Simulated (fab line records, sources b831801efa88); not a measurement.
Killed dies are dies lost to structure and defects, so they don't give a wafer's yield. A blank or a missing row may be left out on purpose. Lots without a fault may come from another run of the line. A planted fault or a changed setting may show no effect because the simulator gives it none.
Chamber matching | flow sky130 | SKY_CONTACT_ETCH_16 on rie_diel-02: 4 sister chambers
The step etches BARC in N2/H2, stops on SiO2, time 45.9 s, target depth 60 nm. 22 wafers are shown with their chamber, then 11 later ones without.

WAFERS WITH THEIR CHAMBER
wafer  | chamber | drypump_motor_current_A (A) | oes_product_au (a.u.) | throttle_valve_pct (%)
L077.2 | 2       | 5.3                         | 0.855                 | 13.221
L077.3 | 1       | 5.5                         | 0.853                 | 13.226
L077.4 | 3       | 5.9                         | 0.849                 | 13.232
L078.1 | 0       | 5.4                         | 0.857                 | 13.228
L078.2 | 2       | 5.3                         | 0.851                 | 13.224
L078.6 | 1       | 5.5                         | 0.845                 | 13.219
L079.1 | 0       | 5.4                         | 0.855                 | 13.228
L079.3 | 2       | 5.3                         | 0.855                 | 13.223
L079.6 | 0       | 5.4                         | 0.847                 | 13.238
L080.1 | 2       | 5.3                         | 0.856                 | 13.232
L080.3 | 1       | 5.5                         | 0.859                 | 13.205
L080.4 | 2       | 5.3                         | 0.859                 | 13.232
L081.2 | 0       | 5.4                         | 0.851                 | 13.235
L081.3 | 2       | 5.4                         | 0.854                 | 13.234
L081.6 | 2       | 5.4                         | 0.855                 | 13.242
L083.1 | 0       | 5.4                         | 0.853                 | 13.230
L083.3 | 3       | 5.9                         | 0.846                 | 13.228
L083.6 | 1       | 5.5                         | 0.854                 | 13.210
L090.1 | 1       | 5.5                         | 0.848                 | 13.225
L090.2 | 2       | 5.3                         | 0.858                 | 13.223
L090.5 | 1       | 5.5                         | 0.856                 | 13.227
L092.2 | 2       | 5.3                         | 0.861                 | 13.211

SIGNATURES (means of the wafers above)
reading                 | chamber 0 | chamber 1 | chamber 2 | chamber 3 | scatter within a chamber
drypump_motor_current_A | 5.400     | 5.500     | 5.322     | 5.900     | 0.0294
oes_product_au          | 0.85260   | 0.85250   | 0.85600   | 0.84750   | 0.00385
throttle_valve_pct      | 13.23180  | 13.21867  | 13.22689  | 13.23000  | 0.00807
Rule: a wafer's distance from a chamber is the root of the sum, over the readings, of the square of ((its reading less the chamber's mean) divided by the reading's scatter). The wafer belongs to the nearest chamber; if the next one is less than 2 further off, it can't be placed. The scatter: the root of (the sum of the squares of (reading less its chamber's mean) over the shown wafers, divided by (wafers less chambers)).

WAFERS WITHOUT THEIR CHAMBER
wafer  | drypump_motor_current_A (A) | oes_product_au (a.u.) | throttle_valve_pct (%)
L092.4 | 5.4                         | 0.857                 | 13.217
L092.6 | 5.4                         | 0.851                 | 13.240
L097.1 | 5.5                         | 0.846                 | 13.214
L097.5 | 5.4                         | 0.856                 | 13.253
L097.6 | 5.4                         | 0.862                 | 13.239
L096.1 | 5.5                         | 0.849                 | 13.248
L096.2 | 5.4                         | 0.857                 | 13.215
L096.5 | 5.9                         | 0.859                 | 13.240
L095.1 | 5.4                         | 0.849                 | 13.210
L095.3 | 5.9                         | 0.853                 | 13.223
L095.5 | 5.9                         | 0.851                 | 13.233

WHICH CHAMBER EACH WENT THROUGH
wafer  | from the rows above          | in truth
L092.4 | can't be placed: 0 or 2 or 1 | 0
L092.6 | 0                            | 0
L097.1 | 1                            | 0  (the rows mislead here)
L097.5 | can't be placed: 0 or 2      | 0
L097.6 | can't be placed: 0 or 2      | 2
L096.1 | can't be placed: 1 or 0      | 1
L096.2 | can't be placed: 0 or 2 or 1 | 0
L096.5 | 3                            | 3
L095.1 | can't be placed: 0 or 1 or 2 | 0
L095.3 | 3                            | 3
L095.5 | 3                            | 3
Placed correctly: 4 of 11. Can't be placed from these rows: 6 (the true chamber is among the candidates in 6). Placed wrongly: 1.
